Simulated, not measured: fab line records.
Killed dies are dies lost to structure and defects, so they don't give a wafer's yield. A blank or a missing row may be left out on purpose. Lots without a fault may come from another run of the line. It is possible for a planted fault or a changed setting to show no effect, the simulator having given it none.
Which of the tools did it? / flow sky130 / 24 lots, 72 wafers sampled, at 4 steps of a route of 708

== WHAT EACH GAUGE READ, for each wafer ==
SKY_VIA2_RS_MEAS_22: a four-point-probe measurement. Usual: VIA2_W_RS 0.269 ohm/sq, standard deviation 0.0049.
lot=L074; measured=day 36 11:05; on=filmMetro-02; VIA2_W_RS (ohm/sq)=0.271 0.266 0.273; flag=
lot=L075; measured=day 36 11:57; on=filmMetro-02; VIA2_W_RS (ohm/sq)=0.276 0.270 0.272; flag=
lot=L076; measured=day 37 02:59; on=filmMetro-02; VIA2_W_RS (ohm/sq)=0.278 0.274 0.274; flag=
lot=L077; measured=day 37 10:15; on=filmMetro-03; VIA2_W_RS (ohm/sq)=0.276 0.275 0.272; flag=
lot=L078; measured=day 37 11:13; on=filmMetro-02; VIA2_W_RS (ohm/sq)=0.265 0.271 0.280; flag=
lot=L080; measured=day 38 06:03; on=filmMetro-02; VIA2_W_RS (ohm/sq)=0.272 0.267 0.272; flag=
lot=L079; measured=day 38 08:52; on=filmMetro-02; VIA2_W_RS (ohm/sq)=0.267 0.267 0.272; flag=
lot=L081; measured=day 39 07:20; on=filmMetro-02; VIA2_W_RS (ohm/sq)=0.268 0.261 0.261; flag=
lot=L082; measured=day 39 07:38; on=filmMetro-03; VIA2_W_RS (ohm/sq)=0.272 0.263 0.273; flag=
lot=L083; measured=day 39 08:10; on=filmMetro-01; VIA2_W_RS (ohm/sq)=0.275 0.265 0.268; flag=
lot=L084; measured=day 39 17:25; on=filmMetro-03; VIA2_W_RS (ohm/sq)=0.276 0.275 0.262; flag=
lot=L085; measured=day 40 02:53; on=filmMetro-03; VIA2_W_RS (ohm/sq)=0.270 0.262 0.260; flag=
lot=L086; measured=day 40 10:58; on=filmMetro-03; VIA2_W_RS (ohm/sq)=0.263 0.272 0.263; flag=
lot=L087; measured=day 40 15:04; on=filmMetro-01; VIA2_W_RS (ohm/sq)=0.270 0.265 0.263; flag=
lot=L088; measured=day 40 15:59; on=filmMetro-02; VIA2_W_RS (ohm/sq)=0.273 0.271 0.265; flag=
lot=L089; measured=day 40 23:32; on=filmMetro-02; VIA2_W_RS (ohm/sq)=0.273 0.276 0.271; flag=
lot=L090; measured=day 41 07:06; on=filmMetro-03; VIA2_W_RS (ohm/sq)=0.274 0.262 0.264; flag=
lot=L091; measured=day 41 13:00; on=filmMetro-03; VIA2_W_RS (ohm/sq)=0.274 0.268 0.266; flag=
lot=L092; measured=day 41 22:46; on=filmMetro-03; VIA2_W_RS (ohm/sq)=0.269 0.268 0.269; flag=
lot=L093; measured=day 42 04:38; on=filmMetro-02; VIA2_W_RS (ohm/sq)=0.268 0.274 0.266; flag=
lot=L094; measured=day 42 06:58; on=filmMetro-01; VIA2_W_RS (ohm/sq)=0.271 0.259 0.262; flag=
lot=L095; measured=day 42 10:11; on=filmMetro-03; VIA2_W_RS (ohm/sq)=0.266 0.269 0.260; flag=
lot=L096; measured=day 42 17:16; on=filmMetro-02; VIA2_W_RS (ohm/sq)=0.262 0.268 0.259; flag=
lot=L097; measured=day 43 03:50; on=filmMetro-01; VIA2_W_RS (ohm/sq)=0.265 0.265 0.270; flag=

== WHICH TOOL RAN EACH LOT (tool, then ch and the chambers of the sampled wafers, then the start) ==
lot=L074; SKY_LOCAL_INTERCONNECT_SPUTTER_00=pvdSputter-03, day 29 07:31; SKY_CONTACT_ETCH_18=rieDiel-02 ch 0,1,2, day 31 16:26 or earlier; SKY_CONTACT_STRIP_19=plasmaAsher-03 ch 0,1, day 31 16:26
lot=L075; SKY_LOCAL_INTERCONNECT_SPUTTER_00=pvdSputter-02, day 29 08:10; SKY_CONTACT_ETCH_18=rieDiel-03 ch 1,3, day 31 17:35 or earlier; SKY_CONTACT_STRIP_19=plasmaAsher-04 ch 0,1, day 31 17:35
lot=L076; SKY_LOCAL_INTERCONNECT_SPUTTER_00=pvdSputter-03, day 30 01:11; SKY_CONTACT_ETCH_18=rieDiel-04 ch 1,2, day 32 10:44 or earlier; SKY_CONTACT_STRIP_19=plasmaAsher-04 ch 0,1, day 32 10:44
lot=L077; SKY_LOCAL_INTERCONNECT_SPUTTER_00=pvdSputter-03, day 30 08:06; SKY_CONTACT_ETCH_18=rieDiel-04 ch 1,2,3, day 32 16:41 or earlier; SKY_CONTACT_STRIP_19=plasmaAsher-03 ch 0,1, day 32 16:41
lot=L078; SKY_LOCAL_INTERCONNECT_SPUTTER_00=pvdSputter-02, day 30 10:42; SKY_CONTACT_ETCH_18=rieDiel-04 ch 0,1,2, day 32 18:50 or earlier; SKY_CONTACT_STRIP_19=plasmaAsher-03 ch 0,1, day 32 18:50
lot=L080; SKY_LOCAL_INTERCONNECT_SPUTTER_00=pvdSputter-03, day 31 04:08; SKY_CONTACT_ETCH_18=rieDiel-02 ch 1,3, day 33 12:46 or earlier; SKY_CONTACT_STRIP_19=plasmaAsher-02 ch 0,1, day 33 12:46
lot=L079; SKY_LOCAL_INTERCONNECT_SPUTTER_00=pvdSputter-04, day 31 09:04; SKY_CONTACT_ETCH_18=rieDiel-04 ch 0,2,3, day 33 16:50 or earlier; SKY_CONTACT_STRIP_19=plasmaAsher-04 ch 0,1, day 33 16:50
lot=L081; SKY_LOCAL_INTERCONNECT_SPUTTER_00=pvdSputter-02, day 32 07:12; SKY_CONTACT_ETCH_18=rieDiel-02 ch 0,2,3, day 34 15:10 or earlier; SKY_CONTACT_STRIP_19=plasmaAsher-02 ch 0,1, day 34 15:10
lot=L082; SKY_LOCAL_INTERCONNECT_SPUTTER_00=pvdSputter-02, day 32 08:44; SKY_CONTACT_ETCH_18=rieDiel-03 ch 1,2, day 34 16:10 or earlier; SKY_CONTACT_STRIP_19=plasmaAsher-04 ch 0,1, day 34 16:10
lot=L083; SKY_LOCAL_INTERCONNECT_SPUTTER_00=pvdSputter-02, day 32 11:27; SKY_CONTACT_ETCH_18=rieDiel-03 ch 0,1,2, day 34 17:46 or earlier; SKY_CONTACT_STRIP_19=plasmaAsher-04 ch 0,1, day 34 17:46
lot=L084; SKY_LOCAL_INTERCONNECT_SPUTTER_00=pvdSputter-02, day 32 18:10; SKY_CONTACT_ETCH_18=rieDiel-02 ch 0,2, day 35 01:49 or earlier; SKY_CONTACT_STRIP_19=plasmaAsher-03 ch 0,1, day 35 01:49
lot=L085; SKY_LOCAL_INTERCONNECT_SPUTTER_00=pvdSputter-02, day 33 06:34; SKY_CONTACT_ETCH_18=rieDiel-03 ch 0,1, day 35 13:28 or earlier; SKY_CONTACT_STRIP_19=plasmaAsher-04 ch 0,1, day 35 13:28
lot=L086; SKY_LOCAL_INTERCONNECT_SPUTTER_00=pvdSputter-03, day 33 14:30; SKY_CONTACT_ETCH_18=rieDiel-04 ch 0,1, day 35 21:08 or earlier; SKY_CONTACT_STRIP_19=plasmaAsher-03 ch 0,1, day 35 21:08
lot=L087; SKY_LOCAL_INTERCONNECT_SPUTTER_00=pvdSputter-02, day 33 20:01; SKY_CONTACT_ETCH_18=rieDiel-03 ch 1,3, day 36 02:18 or earlier; SKY_CONTACT_STRIP_19=plasmaAsher-02 ch 0,1, day 36 02:18
lot=L088; SKY_LOCAL_INTERCONNECT_SPUTTER_00=pvdSputter-03, day 33 20:43; SKY_CONTACT_ETCH_18=rieDiel-04 ch 1,3, day 36 03:59 or earlier; SKY_CONTACT_STRIP_19=plasmaAsher-02 ch 0, day 36 03:59
lot=L089; SKY_LOCAL_INTERCONNECT_SPUTTER_00=pvdSputter-03, day 34 05:25; SKY_CONTACT_ETCH_18=rieDiel-02 ch 2,3, day 36 12:12 or earlier; SKY_CONTACT_STRIP_19=plasmaAsher-03 ch 0,1, day 36 12:12
lot=L090; SKY_LOCAL_INTERCONNECT_SPUTTER_00=pvdSputter-03, day 34 11:52; SKY_CONTACT_ETCH_18=rieDiel-02 ch 1,2, day 36 18:32 or earlier; SKY_CONTACT_STRIP_19=plasmaAsher-03 ch 0,1, day 36 18:32
lot=L091; SKY_LOCAL_INTERCONNECT_SPUTTER_00=pvdSputter-03, day 34 20:45; SKY_CONTACT_ETCH_18=rieDiel-02 ch 2,3, day 37 03:26 or earlier; SKY_CONTACT_STRIP_19=plasmaAsher-04 ch 0,1, day 37 03:26
lot=L092; SKY_LOCAL_INTERCONNECT_SPUTTER_00=pvdSputter-03, day 35 07:46; SKY_CONTACT_ETCH_18=rieDiel-02 ch 0,3, day 37 13:40 or earlier; SKY_CONTACT_STRIP_19=plasmaAsher-04 ch 0,1, day 37 13:40
lot=L093; SKY_LOCAL_INTERCONNECT_SPUTTER_00=pvdSputter-03, day 35 14:09; SKY_CONTACT_ETCH_18=rieDiel-02 ch 0,1,3, day 37 19:38 or earlier; SKY_CONTACT_STRIP_19=plasmaAsher-02 ch 0,1, day 37 19:38
lot=L094; SKY_LOCAL_INTERCONNECT_SPUTTER_00=pvdSputter-02, day 35 14:40; SKY_CONTACT_ETCH_18=rieDiel-02 ch 0,1,3, day 37 20:41 or earlier; SKY_CONTACT_STRIP_19=plasmaAsher-04 ch 0, day 37 20:41
lot=L095; SKY_LOCAL_INTERCONNECT_SPUTTER_00=pvdSputter-04, day 35 21:11; SKY_CONTACT_ETCH_18=rieDiel-02 ch 1,2, day 38 03:34 or earlier; SKY_CONTACT_STRIP_19=plasmaAsher-04 ch 0,1, day 38 03:34
lot=L096; SKY_LOCAL_INTERCONNECT_SPUTTER_00=pvdSputter-04, day 36 02:47; SKY_CONTACT_ETCH_18=rieDiel-04 ch 0,1,3, day 38 08:24 or earlier; SKY_CONTACT_STRIP_19=plasmaAsher-04 ch 0,1, day 38 08:24
lot=L097; SKY_LOCAL_INTERCONNECT_SPUTTER_00=pvdSputter-03, day 36 14:59; SKY_CONTACT_ETCH_18=rieDiel-03 ch 1,2, day 38 20:05 or earlier; SKY_CONTACT_STRIP_19=plasmaAsher-04 ch 0, day 38 20:05
- SKY_LOCAL_INTERCONNECT_SPUTTER_00: material TiN, target thk 100 nm, time 83.3 s.
- SKY_CONTACT_ETCH_18: etches Si3N4 in CHF3/O2, stops on TiN, time 39 s, target depth 75 nm.
- SKY_CONTACT_STRIP_19: strips in O2/N2.

== WHAT THE TOOLS THEMSELVES READ (means of the sampled wafers that have a number; where no wafer has one, the mark that the record gives instead) ==
SKY_LOCAL_INTERCONNECT_SPUTTER_00. Usual: cathodeDcPowerW 6500.0 W, standard deviation 1.2; throttleValvePct 30.4 %, standard deviation 0.62.
lot=L074; tool=pvdSputter-03; cathodeDcPowerW (W)=6501.2; throttleValvePct (%)=31.0; flag=
lot=L075; tool=pvdSputter-02; cathodeDcPowerW (W)=6501.3; throttleValvePct (%)=30.4; flag=
lot=L076; tool=pvdSputter-03; cathodeDcPowerW (W)=6500.0; throttleValvePct (%)=30.8; flag=
lot=L077; tool=pvdSputter-03; cathodeDcPowerW (W)=6500.3; throttleValvePct (%)=30.9; flag=
lot=L078; tool=pvdSputter-02; cathodeDcPowerW (W)=6499.9; throttleValvePct (%)=29.7; flag=
lot=L080; tool=pvdSputter-03; cathodeDcPowerW (W)=6499.5; throttleValvePct (%)=30.8; flag=
lot=L079; tool=pvdSputter-04; cathodeDcPowerW (W)=6500.3; throttleValvePct (%)=30.0; flag=
lot=L081; tool=pvdSputter-02; cathodeDcPowerW (W)=6499.7; throttleValvePct (%)=29.9; flag=
lot=L082; tool=pvdSputter-02; cathodeDcPowerW (W)=6499.8; throttleValvePct (%)=30.1; flag=
lot=L083; tool=pvdSputter-02; cathodeDcPowerW (W)=6499.8; throttleValvePct (%)=30.1; flag=
lot=L084; tool=pvdSputter-02; cathodeDcPowerW (W)=6500.3; throttleValvePct (%)=30.0; flag=
lot=L085; tool=pvdSputter-02; cathodeDcPowerW (W)=6500.3; throttleValvePct (%)=30.0; flag=
lot=L086; tool=pvdSputter-03; cathodeDcPowerW (W)=6498.9; throttleValvePct (%)=30.9; flag=
lot=L087; tool=pvdSputter-02; cathodeDcPowerW (W)=6500.8; throttleValvePct (%)=30.2; flag=
lot=L088; tool=pvdSputter-03; cathodeDcPowerW (W)=6499.8; throttleValvePct (%)=30.8; flag=
lot=L089; tool=pvdSputter-03; cathodeDcPowerW (W)=6501.6; throttleValvePct (%)=31.0; flag=
lot=L090; tool=pvdSputter-03; cathodeDcPowerW (W)=6499.5; throttleValvePct (%)=30.7; flag=
lot=L091; tool=pvdSputter-03; cathodeDcPowerW (W)=6499.5; throttleValvePct (%)=30.8; flag=
lot=L092; tool=pvdSputter-03; cathodeDcPowerW (W)=6500.1; throttleValvePct (%)=30.7; flag=
lot=L093; tool=pvdSputter-03; cathodeDcPowerW (W)=6500.4; throttleValvePct (%)=30.7; flag=
lot=L094; tool=pvdSputter-02; cathodeDcPowerW (W)=6500.3; throttleValvePct (%)=29.9; flag=
lot=L095; tool=pvdSputter-04; cathodeDcPowerW (W)=6499.5; throttleValvePct (%)=29.8; flag=
lot=L096; tool=pvdSputter-04; cathodeDcPowerW (W)=6498.7; throttleValvePct (%)=30.0; flag=
lot=L097; tool=pvdSputter-03; cathodeDcPowerW (W)=6500.8; throttleValvePct (%)=30.9; flag=

SKY_CONTACT_ETCH_18. Usual: drypumpMotorCurrentA 5.5 A, standard deviation 0.41; oesProductAu 0.853 a.u., standard deviation 0.0072; throttleValvePct 8.793 %, standard deviation 0.0094.
lot=L074; tool=rieDiel-02; drypumpMotorCurrentA (A)=5.5; oesProductAu (a.u.)=0.853; throttleValvePct (%)=8.804; flag=
lot=L075; tool=rieDiel-03; drypumpMotorCurrentA (A)=5.5; oesProductAu (a.u.)=0.848; throttleValvePct (%)=8.791; flag=
lot=L076; tool=rieDiel-04; drypumpMotorCurrentA (A)=5.7; oesProductAu (a.u.)=0.850; throttleValvePct (%)=8.795; flag=
lot=L077; tool=rieDiel-04; drypumpMotorCurrentA (A)=5.4; oesProductAu (a.u.)=0.854; throttleValvePct (%)=8.788; flag=
lot=L078; tool=rieDiel-04; drypumpMotorCurrentA (A)=5.4; oesProductAu (a.u.)=0.856; throttleValvePct (%)=8.790; flag=
lot=L080; tool=rieDiel-02; drypumpMotorCurrentA (A)=5.7; oesProductAu (a.u.)=0.856; throttleValvePct (%)=8.796; flag=
lot=L079; tool=rieDiel-04; drypumpMotorCurrentA (A)=5.2; oesProductAu (a.u.)=0.852; throttleValvePct (%)=8.799; flag=
lot=L081; tool=rieDiel-02; drypumpMotorCurrentA (A)=5.3; oesProductAu (a.u.)=0.852; throttleValvePct (%)=8.790; flag=
lot=L082; tool=rieDiel-03; drypumpMotorCurrentA (A)=6.1; oesProductAu (a.u.)=0.860; throttleValvePct (%)=8.798; flag=
lot=L083; tool=rieDiel-03; drypumpMotorCurrentA (A)=5.9; oesProductAu (a.u.)=0.855; throttleValvePct (%)=8.790; flag=
lot=L084; tool=rieDiel-02; drypumpMotorCurrentA (A)=5.3; oesProductAu (a.u.)=0.852; throttleValvePct (%)=8.790; flag=
lot=L085; tool=rieDiel-03; drypumpMotorCurrentA (A)=5.6; oesProductAu (a.u.)=0.854; throttleValvePct (%)=8.789; flag=
lot=L086; tool=rieDiel-04; drypumpMotorCurrentA (A)=5.1; oesProductAu (a.u.)=0.852; throttleValvePct (%)=8.785; flag=
lot=L087; tool=rieDiel-03; drypumpMotorCurrentA (A)=5.9; oesProductAu (a.u.)=0.863; throttleValvePct (%)=8.793; flag=
lot=L088; tool=rieDiel-04; drypumpMotorCurrentA (A)=5.2; oesProductAu (a.u.)=0.851; throttleValvePct (%)=8.791; flag=
lot=L089; tool=rieDiel-02; drypumpMotorCurrentA (A)=5.3; oesProductAu (a.u.)=0.851; throttleValvePct (%)=8.784; flag=
lot=L090; tool=rieDiel-02; drypumpMotorCurrentA (A)=5.7; oesProductAu (a.u.)=0.851; throttleValvePct (%)=8.794; flag=
lot=L091; tool=rieDiel-02; drypumpMotorCurrentA (A)=5.2; oesProductAu (a.u.)=0.853; throttleValvePct (%)=8.807; flag=
lot=L092; tool=rieDiel-02; drypumpMotorCurrentA (A)=5.2; oesProductAu (a.u.)=0.853; throttleValvePct (%)=8.798; flag=
lot=L093; tool=rieDiel-02; drypumpMotorCurrentA (A)=5.5; oesProductAu (a.u.)=0.848; throttleValvePct (%)=8.802; flag=
lot=L094; tool=rieDiel-02; drypumpMotorCurrentA (A)=5.5; oesProductAu (a.u.)=0.854; throttleValvePct (%)=8.802; flag=
lot=L095; tool=rieDiel-02; drypumpMotorCurrentA (A)=5.7; oesProductAu (a.u.)=0.855; throttleValvePct (%)=8.794; flag=
lot=L096; tool=rieDiel-04; drypumpMotorCurrentA (A)=5.2; oesProductAu (a.u.)=0.849; throttleValvePct (%)=8.787; flag=
lot=L097; tool=rieDiel-03; drypumpMotorCurrentA (A)=6.2; oesProductAu (a.u.)=0.842; throttleValvePct (%)=8.798; flag=

SKY_CONTACT_STRIP_19. Usual: drypumpMotorCurrentA 5.9 A, standard deviation 0.5; oesProductAu 0.381 a.u., standard deviation 0.0049; stripTimeToEndpointS 3.63 s, standard deviation 0.036.
lot=L074; tool=plasmaAsher-03; drypumpMotorCurrentA (A)=5.7; oesProductAu (a.u.)=0.380; stripTimeToEndpointS (s)=3.63; flag=
lot=L075; tool=plasmaAsher-04; drypumpMotorCurrentA (A)=6.3; oesProductAu (a.u.)=0.379; stripTimeToEndpointS (s)=3.63; flag=
lot=L076; tool=plasmaAsher-04; drypumpMotorCurrentA (A)=6.3; oesProductAu (a.u.)=0.379; stripTimeToEndpointS (s)=3.61; flag=
lot=L077; tool=plasmaAsher-03; drypumpMotorCurrentA (A)=5.6; oesProductAu (a.u.)=0.381; stripTimeToEndpointS (s)=3.64; flag=
lot=L078; tool=plasmaAsher-03; drypumpMotorCurrentA (A)=5.6; oesProductAu (a.u.)=0.386; stripTimeToEndpointS (s)=3.67; flag=
lot=L080; tool=plasmaAsher-02; drypumpMotorCurrentA (A)=5.2; oesProductAu (a.u.)=0.384; stripTimeToEndpointS (s)=3.60; flag=
lot=L079; tool=plasmaAsher-04; drypumpMotorCurrentA (A)=6.3; oesProductAu (a.u.)=0.386; stripTimeToEndpointS (s)=3.65; flag=
lot=L081; tool=plasmaAsher-02; drypumpMotorCurrentA (A)=5.6; oesProductAu (a.u.)=0.378; stripTimeToEndpointS (s)=3.62; flag=
lot=L082; tool=plasmaAsher-04; drypumpMotorCurrentA (A)=6.3; oesProductAu (a.u.)=0.381; stripTimeToEndpointS (s)=3.63; flag=
lot=L083; tool=plasmaAsher-04; drypumpMotorCurrentA (A)=6.3; oesProductAu (a.u.)=0.382; stripTimeToEndpointS (s)=3.66; flag=
lot=L084; tool=plasmaAsher-03; drypumpMotorCurrentA (A)=5.7; oesProductAu (a.u.)=0.380; stripTimeToEndpointS (s)=3.63; flag=
lot=L085; tool=plasmaAsher-04; drypumpMotorCurrentA (A)=6.3; oesProductAu (a.u.)=0.377; stripTimeToEndpointS (s)=3.66; flag=
lot=L086; tool=plasmaAsher-03; drypumpMotorCurrentA (A)=5.7; oesProductAu (a.u.)=0.384; stripTimeToEndpointS (s)=3.66; flag=
lot=L087; tool=plasmaAsher-02; drypumpMotorCurrentA (A)=5.2; oesProductAu (a.u.)=0.380; stripTimeToEndpointS (s)=3.64; flag=
lot=L088; tool=plasmaAsher-02; drypumpMotorCurrentA (A)=6.1; oesProductAu (a.u.)=0.383; stripTimeToEndpointS (s)=3.62; flag=
lot=L089; tool=plasmaAsher-03; drypumpMotorCurrentA (A)=5.7; oesProductAu (a.u.)=0.379; stripTimeToEndpointS (s)=3.64; flag=
lot=L090; tool=plasmaAsher-03; drypumpMotorCurrentA (A)=5.6; oesProductAu (a.u.)=0.382; stripTimeToEndpointS (s)=3.62; flag=
lot=L091; tool=plasmaAsher-04; drypumpMotorCurrentA (A)=6.3; oesProductAu (a.u.)=0.386; stripTimeToEndpointS (s)=3.62; flag=
lot=L092; tool=plasmaAsher-04; drypumpMotorCurrentA (A)=6.3; oesProductAu (a.u.)=0.380; stripTimeToEndpointS (s)=3.64; flag=
lot=L093; tool=plasmaAsher-02; drypumpMotorCurrentA (A)=5.2; oesProductAu (a.u.)=0.379; stripTimeToEndpointS (s)=3.63; flag=
lot=L094; tool=plasmaAsher-04; drypumpMotorCurrentA (A)=6.4; oesProductAu (a.u.)=0.381; stripTimeToEndpointS (s)=3.65; flag=
lot=L095; tool=plasmaAsher-04; drypumpMotorCurrentA (A)=6.3; oesProductAu (a.u.)=0.384; stripTimeToEndpointS (s)=3.62; flag=
lot=L096; tool=plasmaAsher-04; drypumpMotorCurrentA (A)=6.3; oesProductAu (a.u.)=0.381; stripTimeToEndpointS (s)=3.65; flag=
lot=L097; tool=plasmaAsher-04; drypumpMotorCurrentA (A)=6.3; oesProductAu (a.u.)=0.378; stripTimeToEndpointS (s)=3.62; flag=

== THE ANSWER, worked out from the rows above alone ==
Rule: take the mean of a lot's wafers that have a number; if it is more than 3 standard deviations from the usual mean, the lot is off. A lot without any number at a reading at which 4 lots or more have one is off too. The other lots that the step has rows for count as sound. First the gauges in route order, then the tools' own readings, where a lot's mean is used as printed above. At the first step where some lot is off, the reading lying furthest off is the one used; lots without a number count as furthest.
No lot is off at any reading shown: from this, nothing can be told.

== WHAT THE SIMULATOR HAD PUT IN ==
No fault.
